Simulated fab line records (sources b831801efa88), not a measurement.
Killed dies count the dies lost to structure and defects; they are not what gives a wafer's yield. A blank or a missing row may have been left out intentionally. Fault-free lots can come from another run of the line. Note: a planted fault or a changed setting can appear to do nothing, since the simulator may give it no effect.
Which tool was responsible? | flow sky130 | 42 wafers from 14 lots sampled at 6 of the route's 708 steps

WHAT THE GAUGES SHOWED, per wafer
SKY_SD_N_OVL_MEAS_08. Usual: SD_N_OVL 0.7 nm, standard deviation 1.4.
lot  | measured     | on         | SD_N_OVL (nm)  | flag
L112 | day 27 19:40 | overlay-02 | 3.1 1.0 3.5    |
L114 | day 28 06:13 | overlay-01 | 0.4 0.1 0.5    |
L118 | day 30 06:41 | overlay-02 | 0.9 1.1 0.4    |
L119 | day 30 11:04 | overlay-02 | 1.1 0.7 0.3    |
L120 | day 30 19:33 | overlay-02 | 1.2 1.2 2.1    |
L121 | day 31 07:26 | overlay-02 | -0.7 -0.2 -0.3 |
L122 | day 31 07:32 | overlay-01 | -0.8 -0.2 0.0  |
L123 | day 31 16:56 | overlay-02 | -0.1 0.7 1.3   |
L124 | day 31 23:01 | overlay-02 | 1.6 1.5 0.3    |
L125 | day 32 13:43 | overlay-01 | 1.8 1.8 1.7    |
L131 | day 34 10:13 | overlay-02 | 1.2 0.3 2.0    |
L132 | day 34 21:16 | overlay-01 | -1.6 -0.6 -0.6 |
L134 | day 34 23:31 | overlay-02 | 2.6 4.0 3.2    |
L135 | day 35 20:43 | overlay-02 | 0.7 0.0 0.2    |

SKY_LI_CONTACT_CD_MEAS_12: the cd target is 170 nm. Usual: cd nm 170.3 nm, standard deviation 1.3.
lot  | measured     | on        | cd nm (nm)        | flag
L112 | day 29 01:10 | cd sem-01 | 170.3 171.3 169.7 |
L114 | day 29 11:52 | cd sem-01 | 169.1 170.3 169.8 |
L118 | day 31 11:49 | cd sem-02 | 169.6 169.1 169.8 |
L119 | day 31 15:55 | cd sem-02 | 169.0 169.8 170.4 |
L120 | day 32 00:39 | cd sem-02 | 172.7 172.4 171.6 |
L121 | day 32 12:23 | cd sem-01 | 171.3 172.0 172.4 |
L122 | day 32 12:21 | cd sem-02 | 168.9 168.9 168.8 |
L123 | day 32 21:45 | cd sem-02 | 170.0 170.9 170.0 |
L124 | day 33 03:39 | cd sem-02 | 171.3 171.3 172.4 |
L125 | day 33 18:07 | cd sem-01 | 170.2 170.8 169.6 |
L131 | day 35 15:00 | cd sem-02 | 169.7 168.5 169.1 |
L132 | day 36 00:51 | cd sem-02 | 170.2 169.1 170.6 |
L134 | day 36 03:42 | cd sem-01 | 170.8 171.6 171.6 |
L135 | day 37 00:12 | cd sem-02 | 167.6 166.1 168.6 |

SKY_LI_CONTACT_OVL_MEAS_13. Usual: LI_CONTACT_OVL 2 nm, standard deviation 5.8.
lot  | measured     | on         | LI_CONTACT_OVL (nm) | flag
L112 | day 29 01:17 | overlay-02 | 5 2 -1              |
L114 | day 29 11:59 | overlay-01 | -3 2 -3             |
L118 | day 31 11:55 | overlay-01 | 7 4 2               |
L119 | day 31 16:02 | overlay-02 | 4 10 10             |
L120 | day 32 00:46 | overlay-01 | 2 -7 2              |
L121 | day 32 12:29 | overlay-02 | -1 0 -3             |
L122 | day 32 12:28 | overlay-01 | 5 3 6               |
L123 | day 32 21:52 | overlay-01 | -3 -5 -3            |
L124 | day 33 03:46 | overlay-02 | 1 11 9              |
L125 | day 33 18:13 | overlay-02 | 6 7 2               |
L131 | day 35 15:07 | overlay-01 | -3 -3 -3            |
L132 | day 36 00:58 | overlay-01 | -3 -3 1             |
L134 | day 36 03:49 | overlay-02 | -8 -3 -4            |
L135 | day 37 00:19 | overlay-02 | 3 4 -1              |

SKY_LI_CONTACT_RS_MEAS_22: the measuring method here is four-point-probe. Usual: LI_CONTACT_W_RS 0.287 ohm/sq, standard deviation 0.0032.
lot  | measured     | on            | LI_CONTACT_W_RS (ohm/sq)            | flag
L112 | day 29 02:01 | film metro-02 | 0.284 0.286 0.285                   |
L114 | day 29 12:42 | film metro-04 | 0.290 0.286 0.286                   |
L118 | day 31 12:41 | film metro-01 | 0.292 0.291 0.294                   |
L119 | day 31 16:56 | film metro-02 | 0.293 0.285 0.292                   |
L120 | day 32 01:32 | film metro-04 | 0.287 0.290 0.286                   |
L121 | day 32 13:14 | film metro-04 | 0.285 0.294 0.287                   |
L122 | day 32 13:11 | film metro-02 | 0.284 0.285 0.287                   |
L123 | day 32 22:35 | film metro-04 | 0.286 0.284 0.282                   |
L124 | day 33 04:29 | film metro-01 | 0.268 0.272 0.273 0.269 0.272 0.273 | OFF
L125 | day 33 18:58 | film metro-04 | 0.268 0.273 0.279 0.268 0.273 0.278 | OFF
L131 | day 35 15:50 | film metro-01 | 0.291 0.286 0.283                   |
L132 | day 36 01:41 | film metro-02 | 0.290 0.291 0.284                   |
L134 | day 36 04:34 | film metro-01 | 0.285 0.292 0.290                   |
L135 | day 37 01:02 | film metro-04 | 0.286 0.286 0.285                   |

SKY_LI_CONTACT_THK_MEAS_23: measures by xrf. Usual: LI_CONTACT_W_THK 399 nm, standard deviation 5.2.
lot  | measured     | on            | LI_CONTACT_W_THK (nm)   | flag
L112 | day 29 02:08 | film metro-02 | 400 393 398             |
L114 | day 29 12:49 | film metro-04 | 397 401 400             |
L118 | day 31 12:47 | film metro-01 | 388 390 387             |
L119 | day 31 17:03 | film metro-02 | 389 399 388             |
L120 | day 32 01:40 | film metro-04 | 399 397 400             |
L121 | day 32 13:20 | film metro-04 | 402 389 399             |
L122 | day 32 13:19 | film metro-02 | 401 396 398             |
L123 | day 32 22:43 | film metro-04 | 400 402 410             |
L124 | day 33 09:02 | film metro-01 | 425 422 418 425 421 419 | OFF
L125 | day 33 22:56 | film metro-04 | 430 422 413 431 423 413 | OFF
L131 | day 35 15:58 | film metro-01 | 395 400 406             |
L132 | day 36 01:49 | film metro-02 | 394 395 406             |
L134 | day 36 04:41 | film metro-01 | 401 393 396             |
L135 | day 37 01:10 | film metro-04 | 400 401 404             |

WHICH TOOL RAN EACH LOT (tool, then ch and the chambers of the sampled wafers, then the start)
lot  | SKY_LI_CONTACT_CVD_21
L112 | cvd w-01 ch 0,1, day 29 01:53
L114 | cvd w-01 ch 0,1, day 29 12:35
L118 | cvd w-01 ch 0, day 31 12:32
L119 | cvd w-02 ch 0,1, day 31 16:49
L120 | cvd w-01 ch 1, day 32 01:25
L121 | cvd w-02 ch 0,1, day 32 13:07
L122 | cvd w-01 ch 0,1, day 32 13:04
L123 | cvd w-02 ch 0,1, day 32 22:28
L124 | cvd w-02 ch 1, day 33 04:22
L125 | cvd w-02 ch 0,1, day 33 18:50
L131 | cvd w-01 ch 0,1, day 35 15:43
L132 | cvd w-02 ch 0,1, day 36 01:34
L134 | cvd w-02 ch 0,1, day 36 04:26
L135 | cvd w-01 ch 0,1, day 37 00:55
- SKY_LI_CONTACT_CVD_21: deposits W, target thk 400 nm, time 120.56 s.

AS READ BY THE TOOLS THEMSELVES (means over the sampled wafers that have a number; for cases with no such wafer, the mark the record gives instead)
SKY_LI_CONTACT_CVD_21. Usual: chamber pressure Torr 39.99 Torr, standard deviation 0.083; heater power w 893 W, standard deviation 25; susceptor temp C 399.98 C, standard deviation 0.21.
lot  | tool     | chamber pressure Torr (Torr) | heater power w (W) | susceptor temp C (C) | flag
L112 | cvd w-01 | 40.02                        | 908                | 399.76               |
L114 | cvd w-01 | 39.97                        | 918                | 399.99               |
L118 | cvd w-01 | 40.06                        | 918                | 399.94               |
L119 | cvd w-02 | 40.03                        | 868                | 399.68               |
L120 | cvd w-01 | 40.18                        | 906                | 400.11               |
L121 | cvd w-02 | 39.96                        | 872                | 400.11               |
L122 | cvd w-01 | 40.04                        | 924                | 400.14               |
L123 | cvd w-02 | 39.96                        | 872                | 399.71               |
L124 | cvd w-02 | 39.97                        | 890                | 402.85               | OFF
L125 | cvd w-02 | 39.94                        | 876                | 402.84               | OFF
L131 | cvd w-01 | 39.97                        | 917                | 400.05               |
L132 | cvd w-02 | 39.97                        | 869                | 400.01               |
L134 | cvd w-02 | 39.98                        | 872                | 400.01               |
L135 | cvd w-01 | 40.00                        | 924                | 400.05               |

THE ANSWER, worked out from the rows above alone
Rule: take the mean of a lot's wafers that have a number; if it is more than 3 standard deviations from the usual mean, the lot is off. A lot without any number at a reading at which 4 lots or more have one is off too. Where the step has rows for the other lots, those lots are counted as sound. Order of review: gauges by route order, followed by the tools' own readings, for which a lot's mean as printed above is used. The first step at which some lot is off is used, and at that step the reading that is off furthest; a lot without a number counts as furthest.
Off: L124, L125, seen at SKY_LI_CONTACT_RS_MEAS_22 (LI_CONTACT_W_RS).
If a tool, at a process step before that reading, ran all the lots that are off and no sound lot after the first of them, it fits. The gauges at SKY_LI_CONTACT_RS_MEAS_22 aren't tried: what is off there is off at SKY_LI_CONTACT_CVD_21 too, on other tools, and a gauge's error can't cause that. Of those tried, none fits.

WHAT THE SIMULATOR HAD PUT IN
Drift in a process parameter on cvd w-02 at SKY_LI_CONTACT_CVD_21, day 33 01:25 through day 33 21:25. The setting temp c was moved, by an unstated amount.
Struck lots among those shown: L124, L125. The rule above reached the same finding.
